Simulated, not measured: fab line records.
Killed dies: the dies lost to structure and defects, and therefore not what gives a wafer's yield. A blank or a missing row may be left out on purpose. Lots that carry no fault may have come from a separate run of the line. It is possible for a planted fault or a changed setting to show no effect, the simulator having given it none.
fab line records -- flow sfqLine
record lots=7, wafers=21, lastDay=87
route steps=325 shown R5@212
lots that met no fault: from a run of the same line without faults
startH: start of the lot's first displayed wafer, in hours after the record's first day -- waitH: hours from the lot's prior step to this one -- " repeats the value in the row above -- L1.1+2: one row covering several wafers at once -- - value missing, or start not given -- * or withheld: withheld -- < > ~ a bound
route shown NAME@n: NAME is a module with steps in the file, n the number in the route of the first one -- usual: average and standard deviation across the fault-free wafers -- same: alike in all rows -- chamber/n: place in a boat -- sites: per-site readings -- _std_site: the values' standard deviation -- _edge_site: outer sites' mean less inner sites' -- radiusMm: how far each site lies from the wafer's centre -- mask NAME#n: copy n -- behind: the most recent tool/chamber to have shaped the wafer -- hold: reason for holding the lot/hours on hold/outcome of the hold -- device: whichever transistor did not switch (one of n, p or np) -- end of line: the same wafers' tests at the end of the route -- where a step has no rows: the recipe by itself -- killed: dies lost to structure and defects at the first sort, not the wafer's yield -- map: a wafer's dies, marking killed ones x, the rest . and places with no die _
set.NAME: setting as actually run; set.NAME@STEP: the setting as run at that earlier step -- model.NAME: the simulator's own value behind a step, which no gauge read
a table for each step, a row for each wafer; lots at some steps of the route
services: a tool's chamber out of use, with start hour (startH, from the record's first day; less than 0 if before it), hours out, and reason
## steps
# step SFQ_TRILAYER_R5_DEP_SPUTTER_132
# recipe material=Ti, basePressurePa=1.33e-06, targetThkNm=5, powerW=2000, timeS=5, chamberPressurePa=0.4
# usual throttleValvePct=30.3/0.7
lot.wafer,tool,chamber,startH,waitH,throttleValvePct
L917.1,pvdSputter-06,-,1207.54,1.0,30.3
L917.2,pvdSputter-06,-,1207.54,1.0,29.3
L917.5,pvdSputter-06,-,1207.54,1.0,30.0
L918.1,pvdSputter-04,-,1209.38,1.0,31.3
L918.4,pvdSputter-04,-,1209.38,1.0,28.9
L918.6,pvdSputter-04,-,1209.38,1.0,31.3
L919.2,pvdSputter-04,-,1216.32,0.8,29.8
L919.5,pvdSputter-04,-,1216.32,0.8,31.5
L919.6,pvdSputter-04,-,1216.32,0.8,29.9
L921.3,pvdSputter-04,-,1237.76,0.6,31.3
L921.5,pvdSputter-04,-,1237.76,0.6,29.1
L921.6,pvdSputter-04,-,1237.76,0.6,31.3
L923.1,pvdSputter-04,-,1245.50,1.0,29.6
L923.3,pvdSputter-04,-,1245.50,1.0,31.1
L923.6,pvdSputter-04,-,1245.50,1.0,31.0
L924.1,pvdSputter-06,-,1254.50,1.0,28.7
L924.2,pvdSputter-06,-,1254.50,1.0,30.0
L924.3,pvdSputter-06,-,1254.50,1.0,29.5
L925.1,pvdSputter-06,-,1278.92,1.0,28.8
L925.2,pvdSputter-06,-,1278.92,1.0,29.4
L925.5,pvdSputter-06,-,1278.92,1.0,29.0
# step SFQ_TRILAYER_R5_DEP_SPUTTER_133
# recipe material=MoNx, basePressurePa=1.33e-06, targetThkNm=40, powerW=1000, timeS=66.7, chamberPressurePa=0.4
# usual throttleValvePct=30.3/0.68
lot.wafer,tool,chamber,startH,waitH,throttleValvePct
L917.1,pvdSputter-06,-,1207.55,0.0,30.2
L917.2,pvdSputter-06,-,1207.55,0.0,29.6
L917.5,pvdSputter-06,-,1207.55,0.0,29.9
L918.1,pvdSputter-04,-,1209.40,0.0,31.4
L918.4,pvdSputter-04,-,1209.40,0.0,29.2
L918.6,pvdSputter-04,-,1209.40,0.0,31.1
L919.2,pvdSputter-04,-,1216.34,0.0,30.0
L919.5,pvdSputter-04,-,1216.34,0.0,31.0
L919.6,pvdSputter-04,-,1216.34,0.0,30.1
L921.3,pvdSputter-04,-,1237.78,0.0,31.2
L921.5,pvdSputter-04,-,1237.78,0.0,28.7
L921.6,pvdSputter-04,-,1237.78,0.0,31.0
L923.1,pvdSputter-04,-,1245.52,0.0,29.8
L923.3,pvdSputter-04,-,1245.52,0.0,31.2
L923.6,pvdSputter-04,-,1245.52,0.0,30.8
L924.1,pvdSputter-06,-,1254.52,0.0,28.6
L924.2,pvdSputter-06,-,1254.52,0.0,29.9
L924.3,pvdSputter-06,-,1254.52,0.0,29.5
L925.1,pvdSputter-06,-,1278.94,0.0,28.7
L925.2,pvdSputter-06,-,1278.94,0.0,29.5
L925.5,pvdSputter-06,-,1278.94,0.0,29.1
# step SFQ_TRILAYER_R5_DEP_SPUTTER_134
# recipe material=Ti, basePressurePa=1.33e-06, targetThkNm=5, powerW=2000, timeS=5, chamberPressurePa=0.4
# usual throttleValvePct=30.3/0.69
lot.wafer,tool,chamber,startH,waitH,throttleValvePct
L917.1,pvdSputter-06,-,1207.61,0.0,30.2
L917.2,pvdSputter-06,-,1207.61,0.0,29.5
L917.5,pvdSputter-06,-,1207.61,0.0,30.1
L918.1,pvdSputter-04,-,1209.45,0.0,30.9
L918.4,pvdSputter-04,-,1209.45,0.0,28.9
L918.6,pvdSputter-04,-,1209.45,0.0,31.5
L919.2,pvdSputter-04,-,1216.39,0.0,29.9
L919.5,pvdSputter-04,-,1216.39,0.0,31.1
L919.6,pvdSputter-04,-,1216.39,0.0,29.7
L921.3,pvdSputter-04,-,1237.83,0.0,31.1
L921.5,pvdSputter-04,-,1237.83,0.0,29.0
L921.6,pvdSputter-04,-,1237.83,0.0,31.3
L923.1,pvdSputter-04,-,1245.58,0.0,29.9
L923.3,pvdSputter-04,-,1245.58,0.0,31.2
L923.6,pvdSputter-04,-,1245.58,0.0,30.8
L924.1,pvdSputter-06,-,1254.58,0.0,28.9
L924.2,pvdSputter-06,-,1254.58,0.0,29.8
L924.3,pvdSputter-06,-,1254.58,0.0,29.8
L925.1,pvdSputter-06,-,1278.99,0.0,28.7
L925.2,pvdSputter-06,-,1278.99,0.0,29.4
L925.5,pvdSputter-06,-,1278.99,0.0,28.6
# step SFQ_R5_RS_MEAS_933
# recipe thkMeasGauge=four-point-probe, reads=Ti_of_TRILAYER_R5_DEP_SPUTTER_134+MoNx_of_TRILAYER_R5_DEP_SPUTTER_133+Ti_of_TRILAYER_R5_DEP_SPUTTER_132
# usual R5_MONX_RS=7.06/0.067
lot.wafer,tool,chamber,startH,waitH,R5_MONX_RS[ohm/sq]
L917.1,filmMetro-03,-,1207.63,0.0,7.01
L917.2,filmMetro-03,-,1207.63,0.0,7.00
L917.5,filmMetro-03,-,1207.63,0.0,6.97
L918.1,filmMetro-03,-,1209.47,0.0,7.04
L918.4,filmMetro-03,-,1209.47,0.0,7.03
L918.6,filmMetro-03,-,1209.47,0.0,7.04
L919.2,filmMetro-02,-,1216.43,0.0,7.00
L919.5,filmMetro-02,-,1216.43,0.0,6.97
L919.6,filmMetro-02,-,1216.43,0.0,6.98
L921.3,filmMetro-02,-,1237.89,0.0,7.12
L921.5,filmMetro-02,-,1237.89,0.0,7.06
L921.6,filmMetro-02,-,1237.89,0.0,7.10
L923.1,filmMetro-04,-,1245.60,0.0,7.03
L923.3,filmMetro-04,-,1245.60,0.0,7.03
L923.6,filmMetro-04,-,1245.60,0.0,6.99
L924.1,filmMetro-03,-,1254.60,0.0,7.06
L924.2,filmMetro-03,-,1254.60,0.0,7.03
L924.3,filmMetro-03,-,1254.60,0.0,6.99
L925.1,filmMetro-04,-,1279.01,0.0,7.08
L925.2,filmMetro-04,-,1279.01,0.0,7.09
L925.5,filmMetro-04,-,1279.01,0.0,7.16
# step SFQ_R5_THK_MEAS_934
# recipe thkMeasGauge=xrf, reads=MoNx_of_TRILAYER_R5_DEP_SPUTTER_133
# usual R5_MONX_THK=40.3/0.46
lot.wafer,tool,chamber,startH,waitH,R5_MONX_THK[nm]
L917.1,filmMetro-03,-,1207.75,0.1,41.0
L917.2,filmMetro-03,-,1207.75,0.1,41.0
L917.5,filmMetro-03,-,1207.75,0.1,41.2
L918.1,filmMetro-03,-,1209.59,0.1,40.7
L918.4,filmMetro-03,-,1209.59,0.1,40.4
L918.6,filmMetro-03,-,1209.59,0.1,40.8
L919.2,filmMetro-02,-,1216.54,0.1,40.5
L919.5,filmMetro-02,-,1216.54,0.1,40.9
L919.6,filmMetro-02,-,1216.54,0.1,40.5
L921.3,filmMetro-02,-,1237.99,0.1,39.8
L921.5,filmMetro-02,-,1237.99,0.1,40.2
L921.6,filmMetro-02,-,1237.99,0.1,39.9
L923.1,filmMetro-04,-,1245.72,0.1,40.6
L923.3,filmMetro-04,-,1245.72,0.1,40.7
L923.6,filmMetro-04,-,1245.72,0.1,40.8
L924.1,filmMetro-03,-,1254.72,0.1,40.4
L924.2,filmMetro-03,-,1254.72,0.1,40.3
L924.3,filmMetro-03,-,1254.72,0.1,40.8
L925.1,filmMetro-04,-,1279.13,0.1,40.1
L925.2,filmMetro-04,-,1279.13,0.1,40.1
L925.5,filmMetro-04,-,1279.13,0.1,39.8
# step SFQ_TRILAYER_R5_LITHO_COAT_141
# recipe resist=BARC, spinRpm=3000, resistThkNm=62
# step SFQ_TRILAYER_R5_LITHO_COAT_136
# recipe resist=KrF, spinRpm=3000, resistThkNm=600
# step SFQ_TRILAYER_R5_LITHO_SOFTBAKE_140
# recipe tempC=withheld, timeS=withheld, resist=KrF
# step SFQ_TRILAYER_R5_LITHO_EXPOSE_137
# recipe maskId=R5, na=0.6, sourceShape=conventional, sigmaOuter=0.65, targetCdNm=500, doseMj=14.4
# step SFQ_TRILAYER_R5_LITHO_PEB_139
# recipe pebTempC=115, pebTimeS=60, resist=KrF
# step SFQ_TRILAYER_R5_LITHO_DEVELOP_138
# recipe timeS=60, resist=KrF
# step SFQ_R5_OVL_MEAS_935
# usual R5_OVL=0/5.7
lot.wafer,tool,chamber,startH,waitH,R5_OVL[nm]
L917.1,overlay-02,-,1335.43,0.1,1
L917.2,overlay-02,-,1335.43,0.1,0
L917.5,overlay-02,-,1335.43,0.1,7
L918.1,overlay-02,-,1336.63,0.1,-6
L918.4,overlay-02,-,1336.63,0.1,-2
L918.6,overlay-02,-,1336.63,0.1,5
L919.2,overlay-02,-,1342.64,0.1,-6
L919.5,overlay-02,-,1342.64,0.1,-4
L919.6,overlay-02,-,1342.64,0.1,-6
L921.3,overlay-01,-,1369.30,0.1,-1
L921.5,overlay-01,-,1369.30,0.1,0
L921.6,overlay-01,-,1369.30,0.1,-5
L923.1,overlay-01,-,1378.88,0.1,6
L923.3,overlay-01,-,1378.88,0.1,4
L923.6,overlay-01,-,1378.88,0.1,-2
L924.1,overlay-02,-,1387.41,0.1,-5
L924.2,overlay-02,-,1387.41,0.1,16
L924.3,overlay-02,-,1387.41,0.1,10
L925.1,overlay-01,-,1406.61,0.1,-10
L925.2,overlay-01,-,1406.61,0.1,-11
L925.5,overlay-01,-,1406.61,0.1,-5
# step SFQ_TRILAYER_R5_BARC_OPEN_METAL_ETCH_177
# recipe maskMaterial=PR, chemistry=O2, targetDepthNm=125, target=BARC, icpW=600, biasW=80, pressureMtorr=10, timeS=41.7
# usual biasW=79.97/0.25, chamberPressureMTorr=9.999/0.0089, drypumpMotorCurrentA=5.8/0.42, oesProductAu=0.686/0.0043, rfFwdPowerW=593.6/2.6, runLengthS=70.2/0.55, timeS=41.7/0
lot.wafer,tool,chamber,startH,waitH,biasW,chamberPressureMTorr,drypumpMotorCurrentA,oesProductAu,rfFwdPowerW,rfHoursCounterH,runLengthS,timeS,model.KrF_of_TRILAYER_R5_LITHO_COAT_136.thkNm
L917.1,rieMetal-04,1,1335.47,0.0,79.66,9.994,5.8,0.687,596.5,12,70.6,41.7,523.1
L917.2,rieMetal-04,0,1335.47,0.0,80.00,10.003,5.1,0.685,595.3,92,70.3,41.7,524.3
L917.5,rieMetal-04,1,1335.47,0.0,79.52,10.005,5.8,0.690,594.5,-,70.4,41.7,523.2
L918.1,rieMetal-01,0,1336.67,0.0,79.69,9.998,6.4,0.684,589.9,124,70.1,41.7,523
L918.4,rieMetal-01,0,1336.67,0.0,80.04,10.005,6.5,0.691,588.3,-,70.0,41.7,523.1
L918.6,rieMetal-01,0,1336.67,0.0,79.70,9.989,6.4,0.678,589.4,-,70.1,41.7,521.9
L919.2,rieMetal-01,1,1342.69,0.0,80.44,9.999,5.9,0.688,595.9,-,69.1,41.7,525.8
L919.5,rieMetal-01,1,1342.69,0.0,80.32,9.992,5.9,0.691,595.9,-,69.1,41.7,523.5
L919.6,rieMetal-01,1,1342.69,0.0,80.38,9.992,5.9,0.683,595.8,-,69.4,41.7,526
L921.3,rieMetal-03,1,1369.34,0.0,80.02,10.009,6.0,0.681,596.4,-,70.6,41.7,522.3
L921.5,rieMetal-03,1,1369.34,0.0,79.78,9.999,6.0,0.689,593.6,-,70.3,41.7,524.1
L921.6,rieMetal-03,0,1369.34,0.0,80.05,9.994,6.1,0.688,591.8,-,70.9,41.7,523.8
L923.1,rieMetal-04,1,1378.92,0.0,80.27,10.006,5.8,0.821,593.8,19,60.9,29.19,538.1
L923.3,rieMetal-04,0,1378.92,0.0,79.88,10.001,5.1,0.820,593.3,-,60.9,29.19,537.4
L923.6,rieMetal-04,0,1378.92,0.0,80.04,10.008,5.1,0.814,590.6,-,60.9,29.19,539.4
L924.1,rieMetal-01,1,1387.44,0.0,80.01,9.988,5.9,0.819,592.7,87,59.7,29.19,540
L924.2,rieMetal-01,0,1387.44,0.0,80.20,10.003,6.4,0.818,586.0,4,60.7,29.19,540
L924.3,rieMetal-01,1,1387.44,0.0,80.39,9.999,5.9,0.815,594.3,-,60.0,29.19,537.1
L925.1,rieMetal-03,0,1406.64,0.0,79.93,9.983,6.1,0.820,591.9,84,61.7,29.19,539.4
L925.2,rieMetal-03,1,1406.64,0.0,80.07,9.996,6.0,0.811,593.6,27,61.5,29.19,539.4
L925.5,rieMetal-03,1,1406.64,0.0,79.61,9.986,6.0,0.816,592.2,-,61.0,29.19,539.5
# step SFQ_TRILAYER_R5_ETCH_METAL_ETCH_139
# recipe stopOn=SiO2, maskMaterial=PR, chemistry=Cl2, targetDepthNm=60, icpW=600, biasW=82.87, pressureMtorr=10, timeS=40
# usual biasW=82.83/0.24, chamberPressureMTorr=10.000/0.0097, drypumpMotorCurrentA=5.9/0.42, oesProductAu=0.993/0.0046, rfFwdPowerW=593.4/2.9, runLengthS=68.5/0.56, timeS=40/0
lot.wafer,tool,chamber,startH,waitH,biasW,chamberPressureMTorr,drypumpMotorCurrentA,oesProductAu,rfFwdPowerW,rfHoursCounterH,runLengthS,timeS,model.KrF_of_TRILAYER_R5_LITHO_COAT_136.thkNm
L917.1,rieMetal-04,1,1335.53,0.0,82.82,10.020,5.8,0.996,597.2,12,68.5,40,498.7
L917.2,rieMetal-04,0,1335.53,0.0,82.63,10.003,5.1,0.994,591.9,92,68.9,40,500.3
L917.5,rieMetal-04,1,1335.53,0.0,82.80,9.984,5.8,0.993,598.3,-,69.2,40,499.2
L918.1,rieMetal-01,0,1336.73,0.0,82.75,10.006,6.5,0.994,588.0,124,68.3,40,498.8
L918.4,rieMetal-01,0,1336.73,0.0,82.65,9.995,6.5,0.994,585.7,-,69.0,40,498.8
L918.6,rieMetal-01,0,1336.73,0.0,82.84,10.005,6.5,0.986,587.9,-,68.6,40,497.6
L919.2,rieMetal-01,1,1342.81,0.1,83.06,9.999,5.8,0.993,592.2,-,67.6,40,501.4
L919.5,rieMetal-01,1,1342.81,0.1,82.34,10.009,5.8,1.005,595.7,-,67.4,40,499
L919.6,rieMetal-01,1,1342.81,0.1,83.02,10.003,5.8,0.985,594.4,-,67.6,40,501.7
L921.3,rieMetal-03,1,1369.40,0.0,83.14,10.009,6.0,0.992,590.8,-,69.3,40,498.1
L921.5,rieMetal-03,1,1369.40,0.0,83.09,10.010,6.0,0.993,592.0,-,68.6,40,499.8
L921.6,rieMetal-03,0,1369.40,0.0,82.48,9.994,6.1,0.992,590.4,-,68.8,40,499.5
L923.1,rieMetal-04,1,1378.98,0.0,82.90,10.007,5.8,0.997,597.7,19,68.8,40,514.1
L923.3,rieMetal-04,0,1378.98,0.0,82.56,9.993,5.1,0.992,588.5,-,68.9,40,513.5
L923.6,rieMetal-04,0,1378.98,0.0,82.44,10.002,5.1,0.990,593.5,-,68.9,40,515.4
L924.1,rieMetal-01,1,1387.50,0.0,82.79,9.995,5.9,0.987,596.2,87,67.5,40,515.9
L924.2,rieMetal-01,0,1387.50,0.0,82.74,9.979,6.4,0.985,589.0,4,68.9,40,516.1
L924.3,rieMetal-01,1,1387.50,0.0,82.87,9.996,5.9,0.989,596.8,-,67.6,40,513.2
L925.1,rieMetal-03,0,1406.70,0.0,82.79,9.983,6.1,0.997,594.3,84,68.9,40,514.9
L925.2,rieMetal-03,1,1406.70,0.0,82.81,9.999,6.0,0.997,592.2,27,68.6,40,515
L925.5,rieMetal-03,1,1406.70,0.0,82.54,10.004,6.0,0.991,593.6,-,68.8,40,515.2
# step SFQ_TRILAYER_R5_STRIP_STRIP_140
# recipe gas=O2, powerW=200, platenTempC=40, overashFraction=0.65, chemistry=O2, pressureMtorr=50
# usual chamberPressureMTorr=50.00/0.043, drypumpMotorCurrentA=5.8/0.42, oesProductAu=1.000/0.0074
lot.wafer,tool,chamber,startH,waitH,chamberPressureMTorr,drypumpMotorCurrentA,oesProductAu,rfHoursCounterH
L917.1,rieMetal-04,1,1335.59,0.0,49.98,5.8,0.996,12
L917.2,rieMetal-04,0,1335.59,0.0,50.01,5.1,1.000,92
L917.5,rieMetal-04,1,1335.59,0.0,50.01,5.8,1.003,-
L918.1,rieMetal-01,0,1336.79,0.0,50.08,6.5,0.986,124
L918.4,rieMetal-01,0,1336.79,0.0,49.94,6.4,0.986,-
L918.6,rieMetal-01,0,1336.79,0.0,49.97,6.5,0.986,-
L919.2,rieMetal-01,1,1343.11,0.3,50.02,5.9,0.996,-
L919.5,rieMetal-01,1,1343.11,0.3,49.95,5.9,1.000,-
L919.6,rieMetal-01,1,1343.11,0.3,50.04,5.9,1.012,-
L921.3,rieMetal-03,1,1369.64,0.2,50.02,6.0,1.005,-
L921.5,rieMetal-03,1,1369.64,0.2,50.02,6.0,0.998,-
L921.6,rieMetal-03,0,1369.64,0.2,50.08,6.1,1.004,-
L923.1,rieMetal-04,1,1379.04,0.0,49.98,5.8,0.996,19
L923.3,rieMetal-04,0,1379.04,0.0,49.94,5.1,0.995,-
L923.6,rieMetal-04,0,1379.04,0.0,50.02,5.1,1.000,-
L924.1,rieMetal-01,1,1387.56,0.0,50.06,5.9,0.995,87
L924.2,rieMetal-01,0,1387.56,0.0,49.95,6.4,0.982,4
L924.3,rieMetal-01,1,1387.56,0.0,49.97,5.9,0.988,-
L925.1,rieMetal-03,0,1406.76,0.0,49.96,6.1,0.999,84
L925.2,rieMetal-03,1,1406.76,0.0,50.02,6.0,1.001,27
L925.5,rieMetal-03,1,1406.76,0.0,49.94,6.0,0.997,-
## services
tool,chamber,startH,hours,kind
rieMetal-03,1,1204.29,-,clean
rieMetal-03,1,1204.29,-,consumableReplace:focusRing
rieMetal-03,1,1204.29,20.5,scheduledDown
rieMetal-03,1,1204.29,20.5,ventCycle
rieMetal-04,1,1219.16,-,clean
rieMetal-04,1,1219.16,-,consumableReplace:focusRing
rieMetal-04,1,1219.16,26.4,scheduledDown
rieMetal-04,1,1219.16,26.4,ventCycle
pvdSputter-04,-,1248.97,8.8,repair
rieMetal-03,-,1268.64,2.8,pm
rieMetal-01,-,1272.33,0.2,repair
rieMetal-01,0,1341.37,-,clean
rieMetal-01,0,1341.37,-,consumableReplace:focusRing
rieMetal-01,0,1341.37,17.5,scheduledDown
rieMetal-01,0,1341.37,17.5,ventCycle
rieMetal-04,-,1353.39,2.8,pm
pvdSputter-04,1,1355.66,-,consumableReplace:kit
pvdSputter-04,1,1355.66,18.0,scheduledDown
pvdSputter-04,1,1355.66,18.0,ventCycle
## key
firstSign step=SFQ_TRILAYER_R5_BARC_OPEN_METAL_ETCH_177, reading=timeS, direction=down, sigmas=99+, usual=*, struck=*
effect step=SFQ_TRILAYER_R5_BARC_OPEN_METAL_ETCH_177, reading=oesProductAu, direction=up, sigmas=31, usual=0.686, struck=0.817
modelEffect step=SFQ_TRILAYER_R5_BARC_OPEN_METAL_ETCH_177, value=KrF_of_TRILAYER_R5_LITHO_COAT_136.thkNm, without=523.4, struck=538.9
modelEffect step=SFQ_TRILAYER_R5_ETCH_METAL_ETCH_139, value=KrF_of_TRILAYER_R5_LITHO_COAT_136.thkNm, without=499.3, struck=514.8
metAt SFQ_TRILAYER_R5_BARC_OPEN_METAL_ETCH_177
struckWafers L923.1,L923.3,L923.6,L924.1,L924.2,L924.3,L925.1,L925.2,L925.5
onsetBetween 1369.34 1378.92
fault kind=recipeVersionSkew, tool=rieMetal-01,rieMetal-03,rieMetal-04, chamber=-, onsetH=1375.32, steps=SFQ_TRILAYER_R5_BARC_OPEN_METAL_ETCH_177, wrongRecipe.timeS=*
